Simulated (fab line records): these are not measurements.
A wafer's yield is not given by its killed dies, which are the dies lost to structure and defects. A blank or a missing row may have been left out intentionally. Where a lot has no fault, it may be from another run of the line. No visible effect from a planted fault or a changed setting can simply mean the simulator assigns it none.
The tool behind it: which one? :: flow sky130 :: 42 wafers from 14 lots sampled at 4 of the route's 708 steps

== WHAT THE GAUGES SHOWED, per wafer ==
The record lacks any reading of a measuring or inspecting step that a usual standard deviation could be used to judge.

== TOOL THAT RAN EACH LOT (tool first, then ch and the chambers of the sampled wafers, then the start) ==
lot: L505
SKY_GATE_OXIDE_STRIP_13: plasma_asher-04 ch 0,1, day 13 12:32
SKY_LDD_HVP_DEVELOP_06: litho_track-02 ch 0, day 21 03:38
SKY_LDD_HVP_STRIP_09: plasma_asher-04 ch 0, day 21 03:56
SKY_LDD_LDN_STRIP_12: plasma_asher-04 ch 0,1, day 22 11:01

lot: L506
SKY_GATE_OXIDE_STRIP_13: plasma_asher-04 ch 0,1, day 14 03:26
SKY_LDD_HVP_DEVELOP_06: litho_track-03 ch 0, day 21 23:18
SKY_LDD_HVP_STRIP_09: plasma_asher-01 ch 0,1, day 21 23:37
SKY_LDD_LDN_STRIP_12: plasma_asher-04 ch 0,1, day 23 06:10

lot: L508
SKY_GATE_OXIDE_STRIP_13: plasma_asher-03 ch 0,1, day 14 13:54
SKY_LDD_HVP_DEVELOP_06: litho_track-04 ch 0, day 22 11:03
SKY_LDD_HVP_STRIP_09: plasma_asher-04 ch 0,1, day 22 11:23
SKY_LDD_LDN_STRIP_12: plasma_asher-04 ch 0,1, day 23 17:28

lot: L509
SKY_GATE_OXIDE_STRIP_13: plasma_asher-03 ch 0,1, day 15 00:59
SKY_LDD_HVP_DEVELOP_06: litho_track-03 ch 0, day 22 18:58
SKY_LDD_HVP_STRIP_09: plasma_asher-04 ch 0,1, day 22 19:19
SKY_LDD_LDN_STRIP_12: plasma_asher-03 ch 0,1, day 24 01:50

lot: L510
SKY_GATE_OXIDE_STRIP_13: plasma_asher-03 ch 0,1, day 15 11:34
SKY_LDD_HVP_DEVELOP_06: litho_track-03 ch 0, day 23 08:52
SKY_LDD_HVP_STRIP_09: plasma_asher-02 ch 0,1, day 23 09:11
SKY_LDD_LDN_STRIP_12: plasma_asher-01 ch 0,1, day 24 15:37

lot: L517
SKY_GATE_OXIDE_STRIP_13: plasma_asher-04 ch 0,1, day 18 00:11
SKY_LDD_HVP_DEVELOP_06: litho_track-02 ch 0, day 25 23:17
SKY_LDD_HVP_STRIP_09: plasma_asher-04 ch 0,1, day 25 23:35
SKY_LDD_LDN_STRIP_12: plasma_asher-01 ch 0,1, day 27 04:31

lot: L519
SKY_GATE_OXIDE_STRIP_13: plasma_asher-04 ch 0,1, day 18 17:02
SKY_LDD_HVP_DEVELOP_06: litho_track-04, day 26 17:21
SKY_LDD_HVP_STRIP_09: plasma_asher-04 ch 0,1, day 26 17:40
SKY_LDD_LDN_STRIP_12: plasma_asher-03 ch 0,1, day 27 22:34

lot: L520
SKY_GATE_OXIDE_STRIP_13: plasma_asher-02 ch 0,1, day 19 01:05
SKY_LDD_HVP_DEVELOP_06: litho_track-03, day 26 18:55
SKY_LDD_HVP_STRIP_09: plasma_asher-04 ch 0,1, day 26 19:16
SKY_LDD_LDN_STRIP_12: plasma_asher-01 ch 0,1, day 28 00:22

lot: L521
SKY_GATE_OXIDE_STRIP_13: plasma_asher-04 ch 0,1, day 19 08:11
SKY_LDD_HVP_DEVELOP_06: litho_track-03 ch 0, day 27 04:01
SKY_LDD_HVP_STRIP_09: plasma_asher-04 ch 0,1, day 27 04:22
SKY_LDD_LDN_STRIP_12: plasma_asher-04 ch 0,1, day 28 08:52

lot: L522
SKY_GATE_OXIDE_STRIP_13: plasma_asher-02 ch 0, day 19 18:14
SKY_LDD_HVP_DEVELOP_06: litho_track-04 ch 0, day 27 12:59
SKY_LDD_HVP_STRIP_09: plasma_asher-01 ch 0,1, day 27 13:17
SKY_LDD_LDN_STRIP_12: plasma_asher-01 ch 0,1, day 28 18:13

lot: L523
SKY_GATE_OXIDE_STRIP_13: plasma_asher-03 ch 1, day 20 00:32
SKY_LDD_HVP_DEVELOP_06: litho_track-02 ch 0, day 27 20:39
SKY_LDD_HVP_STRIP_09: plasma_asher-01 ch 1, day 27 20:59
SKY_LDD_LDN_STRIP_12: plasma_asher-03 ch 0,1, day 29 05:21

lot: L524
SKY_GATE_OXIDE_STRIP_13: plasma_asher-03 ch 0,1, day 20 09:15
SKY_LDD_HVP_DEVELOP_06: litho_track-04 ch 0, day 28 02:03
SKY_LDD_HVP_STRIP_09: plasma_asher-01 ch 0,1, day 28 02:23
SKY_LDD_LDN_STRIP_12: plasma_asher-03 ch 0,1, day 29 06:55

lot: L525
SKY_GATE_OXIDE_STRIP_13: plasma_asher-03 ch 0,1, day 20 14:29
SKY_LDD_HVP_DEVELOP_06: litho_track-04 ch 0, day 28 07:27
SKY_LDD_HVP_STRIP_09: plasma_asher-01 ch 0,1, day 28 07:47
SKY_LDD_LDN_STRIP_12: plasma_asher-01 ch 0,1, day 29 12:52

lot: L526
SKY_GATE_OXIDE_STRIP_13: plasma_asher-02 ch 0,1, day 21 02:39
SKY_LDD_HVP_DEVELOP_06: litho_track-04 ch 0, day 28 18:15
SKY_LDD_HVP_STRIP_09: plasma_asher-01 ch 0,1, day 28 18:35
SKY_LDD_LDN_STRIP_12: plasma_asher-01 ch 0,1, day 29 23:26
- SKY_GATE_OXIDE_STRIP_13: strips in O2/N2.
- SKY_LDD_HVP_DEVELOP_06: develop time 60 s.
- SKY_LDD_HVP_STRIP_09: strips in O2/N2.
- SKY_LDD_LDN_STRIP_12: strips in O2/N2.

== AS READ BY THE TOOLS THEMSELVES (means over the sampled wafers that have a number; for cases with no such wafer, the mark the record gives instead) ==
SKY_GATE_OXIDE_STRIP_13. Usual: drypump_motor_current_A 5.9 A, standard deviation 0.5; oes_product_au 0.715 a.u., standard deviation 0.0046; strip_time_to_endpoint_s 14.19 s, standard deviation 0.031.
lot: L505
tool: plasma_asher-04
drypump_motor_current_A (A): 6.4
oes_product_au (a.u.): 0.719
strip_time_to_endpoint_s (s): 14.14
flag: 

lot: L506
tool: plasma_asher-04
drypump_motor_current_A (A): 6.4
oes_product_au (a.u.): 0.714
strip_time_to_endpoint_s (s): 14.21
flag: 

lot: L508
tool: plasma_asher-03
drypump_motor_current_A (A): 6.0
oes_product_au (a.u.): 0.717
strip_time_to_endpoint_s (s): 14.17
flag: 

lot: L509
tool: plasma_asher-03
drypump_motor_current_A (A): 6.0
oes_product_au (a.u.): 0.711
strip_time_to_endpoint_s (s): 14.21
flag: 

lot: L510
tool: plasma_asher-03
drypump_motor_current_A (A): 6.0
oes_product_au (a.u.): 0.714
strip_time_to_endpoint_s (s): 14.17
flag: 

lot: L517
tool: plasma_asher-04
drypump_motor_current_A (A): 6.5
oes_product_au (a.u.): 0.715
strip_time_to_endpoint_s (s): 14.24
flag: 

lot: L519
tool: plasma_asher-04
drypump_motor_current_A (A): 6.5
oes_product_au (a.u.): 0.714
strip_time_to_endpoint_s (s): 14.15
flag: 

lot: L520
tool: plasma_asher-02
drypump_motor_current_A (A): 5.5
oes_product_au (a.u.): 0.716
strip_time_to_endpoint_s (s): 14.16
flag: 

lot: L521
tool: plasma_asher-04
drypump_motor_current_A (A): 6.5
oes_product_au (a.u.): 0.720
strip_time_to_endpoint_s (s): 14.16
flag: 

lot: L522
tool: plasma_asher-02
drypump_motor_current_A (A): 5.4
oes_product_au (a.u.): 0.712
strip_time_to_endpoint_s (s): 14.21
flag: 

lot: L523
tool: plasma_asher-03
drypump_motor_current_A (A): 5.3
oes_product_au (a.u.): 0.716
strip_time_to_endpoint_s (s): 14.19
flag: 

lot: L524
tool: plasma_asher-03
drypump_motor_current_A (A): 6.0
oes_product_au (a.u.): 0.714
strip_time_to_endpoint_s (s): 14.15
flag: 

lot: L525
tool: plasma_asher-03
drypump_motor_current_A (A): 5.7
oes_product_au (a.u.): 0.716
strip_time_to_endpoint_s (s): 14.18
flag: 

lot: L526
tool: plasma_asher-02
drypump_motor_current_A (A): 5.5
oes_product_au (a.u.): 0.714
strip_time_to_endpoint_s (s): 14.19
flag: 

SKY_LDD_HVP_DEVELOP_06. Usual: chill_plate_temp_C 22.97 C, standard deviation 0.11.
lot: L505
tool: litho_track-02
chill_plate_temp_C (C): 23.14
flag: 

lot: L506
tool: litho_track-03
chill_plate_temp_C (C): 22.94
flag: 

lot: L508
tool: litho_track-04
chill_plate_temp_C (C): 22.99
flag: 

lot: L509
tool: litho_track-03
chill_plate_temp_C (C): 22.81
flag: 

lot: L510
tool: litho_track-03
chill_plate_temp_C (C): 23.02
flag: 

lot: L517
tool: litho_track-02
chill_plate_temp_C (C): 22.91
flag: 

lot: L519
tool: litho_track-04
chill_plate_temp_C (C): -
flag: OFF

lot: L520
tool: litho_track-03
chill_plate_temp_C (C): -
flag: OFF

lot: L521
tool: litho_track-03
chill_plate_temp_C (C): 22.93
flag: 

lot: L522
tool: litho_track-04
chill_plate_temp_C (C): 23.06
flag: 

lot: L523
tool: litho_track-02
chill_plate_temp_C (C): 23.01
flag: 

lot: L524
tool: litho_track-04
chill_plate_temp_C (C): 22.93
flag: 

lot: L525
tool: litho_track-04
chill_plate_temp_C (C): 22.97
flag: 

lot: L526
tool: litho_track-04
chill_plate_temp_C (C): 22.91
flag: 

SKY_LDD_HVP_STRIP_09. Usual: drypump_motor_current_A 6.1 A, standard deviation 0.39; oes_product_au 0.409 a.u., standard deviation 0.0042; strip_time_to_endpoint_s 4.134 s, standard deviation 0.014.
lot: L505
tool: plasma_asher-04
drypump_motor_current_A (A): 6.4
oes_product_au (a.u.): 0.405
strip_time_to_endpoint_s (s): 4.131
flag: 

lot: L506
tool: plasma_asher-01
drypump_motor_current_A (A): 5.9
oes_product_au (a.u.): 0.411
strip_time_to_endpoint_s (s): 4.134
flag: 

lot: L508
tool: plasma_asher-04
drypump_motor_current_A (A): 6.5
oes_product_au (a.u.): 0.409
strip_time_to_endpoint_s (s): 4.136
flag: 

lot: L509
tool: plasma_asher-04
drypump_motor_current_A (A): 6.5
oes_product_au (a.u.): 0.407
strip_time_to_endpoint_s (s): 4.128
flag: 

lot: L510
tool: plasma_asher-02
drypump_motor_current_A (A): 5.5
oes_product_au (a.u.): 0.414
strip_time_to_endpoint_s (s): 4.116
flag: 

lot: L517
tool: plasma_asher-04
drypump_motor_current_A (A): 6.4
oes_product_au (a.u.): 0.405
strip_time_to_endpoint_s (s): 4.137
flag: 

lot: L519
tool: plasma_asher-04
drypump_motor_current_A (A): 6.4
oes_product_au (a.u.): 0.414
strip_time_to_endpoint_s (s): 4.143
flag: 

lot: L520
tool: plasma_asher-04
drypump_motor_current_A (A): 6.5
oes_product_au (a.u.): 0.408
strip_time_to_endpoint_s (s): 4.148
flag: 

lot: L521
tool: plasma_asher-04
drypump_motor_current_A (A): 6.5
oes_product_au (a.u.): 0.403
strip_time_to_endpoint_s (s): 4.130
flag: 

lot: L522
tool: plasma_asher-01
drypump_motor_current_A (A): 5.9
oes_product_au (a.u.): 0.409
strip_time_to_endpoint_s (s): 4.139
flag: 

lot: L523
tool: plasma_asher-01
drypump_motor_current_A (A): 5.9
oes_product_au (a.u.): 0.409
strip_time_to_endpoint_s (s): 4.135
flag: 

lot: L524
tool: plasma_asher-01
drypump_motor_current_A (A): 5.9
oes_product_au (a.u.): 0.409
strip_time_to_endpoint_s (s): 4.138
flag: 

lot: L525
tool: plasma_asher-01
drypump_motor_current_A (A): 5.9
oes_product_au (a.u.): 0.407
strip_time_to_endpoint_s (s): 4.119
flag: 

lot: L526
tool: plasma_asher-01
drypump_motor_current_A (A): 5.9
oes_product_au (a.u.): 0.406
strip_time_to_endpoint_s (s): 4.119
flag: 

SKY_LDD_LDN_STRIP_12. Usual: drypump_motor_current_A 6.0 A, standard deviation 0.42; oes_product_au 0.716 a.u., standard deviation 0.0044; strip_time_to_endpoint_s 14.17 s, standard deviation 0.043.
lot: L505
tool: plasma_asher-04
drypump_motor_current_A (A): 6.4
oes_product_au (a.u.): 0.714
strip_time_to_endpoint_s (s): 14.19
flag: 

lot: L506
tool: plasma_asher-04
drypump_motor_current_A (A): 6.4
oes_product_au (a.u.): 0.715
strip_time_to_endpoint_s (s): 14.15
flag: 

lot: L508
tool: plasma_asher-04
drypump_motor_current_A (A): 6.4
oes_product_au (a.u.): 0.716
strip_time_to_endpoint_s (s): 14.13
flag: 

lot: L509
tool: plasma_asher-03
drypump_motor_current_A (A): 6.0
oes_product_au (a.u.): 0.713
strip_time_to_endpoint_s (s): 14.20
flag: 

lot: L510
tool: plasma_asher-01
drypump_motor_current_A (A): 5.8
oes_product_au (a.u.): 0.713
strip_time_to_endpoint_s (s): 14.20
flag: 

lot: L517
tool: plasma_asher-01
drypump_motor_current_A (A): 5.8
oes_product_au (a.u.): 0.718
strip_time_to_endpoint_s (s): 14.13
flag: 

lot: L519
tool: plasma_asher-03
drypump_motor_current_A (A): 6.0
oes_product_au (a.u.): 0.719
strip_time_to_endpoint_s (s): 14.21
flag: 

lot: L520
tool: plasma_asher-01
drypump_motor_current_A (A): 5.9
oes_product_au (a.u.): 0.721
strip_time_to_endpoint_s (s): 14.19
flag: 

lot: L521
tool: plasma_asher-04
drypump_motor_current_A (A): 6.5
oes_product_au (a.u.): 0.715
strip_time_to_endpoint_s (s): 14.11
flag: 

lot: L522
tool: plasma_asher-01
drypump_motor_current_A (A): 5.8
oes_product_au (a.u.): 0.720
strip_time_to_endpoint_s (s): 14.17
flag: 

lot: L523
tool: plasma_asher-03
drypump_motor_current_A (A): 5.7
oes_product_au (a.u.): 0.716
strip_time_to_endpoint_s (s): 14.13
flag: 

lot: L524
tool: plasma_asher-03
drypump_motor_current_A (A): 5.7
oes_product_au (a.u.): 0.717
strip_time_to_endpoint_s (s): 14.14
flag: 

lot: L525
tool: plasma_asher-01
drypump_motor_current_A (A): 5.8
oes_product_au (a.u.): 0.717
strip_time_to_endpoint_s (s): 14.18
flag: 

lot: L526
tool: plasma_asher-01
drypump_motor_current_A (A): 5.8
oes_product_au (a.u.): 0.713
strip_time_to_endpoint_s (s): 14.12
flag: 

== THE ANSWER, worked out from the rows above alone ==
Rule: a lot is off if the mean of its wafers that have a number lies more than 3 standard deviations from the usual mean. A lot without any number at a reading at which 4 lots or more have one is off too. All remaining lots with rows at the step are treated as sound. First the gauges in route order, then the tools' own readings, where a lot's mean is used as printed above. The first step at which some lot is off is used, and at that step the reading that is off furthest; a lot without a number counts as furthest.
Off, at SKY_LDD_HVP_DEVELOP_06 on chill_plate_temp_C: L519, L520. Without a number there: L519, L520.
If a tool, at that step or one of the process steps before it, ran each lot that is off and ran no sound lot following the first of them, it fits. None of those tried fits.

== WHAT THE SIMULATOR HAD INSERTED ==
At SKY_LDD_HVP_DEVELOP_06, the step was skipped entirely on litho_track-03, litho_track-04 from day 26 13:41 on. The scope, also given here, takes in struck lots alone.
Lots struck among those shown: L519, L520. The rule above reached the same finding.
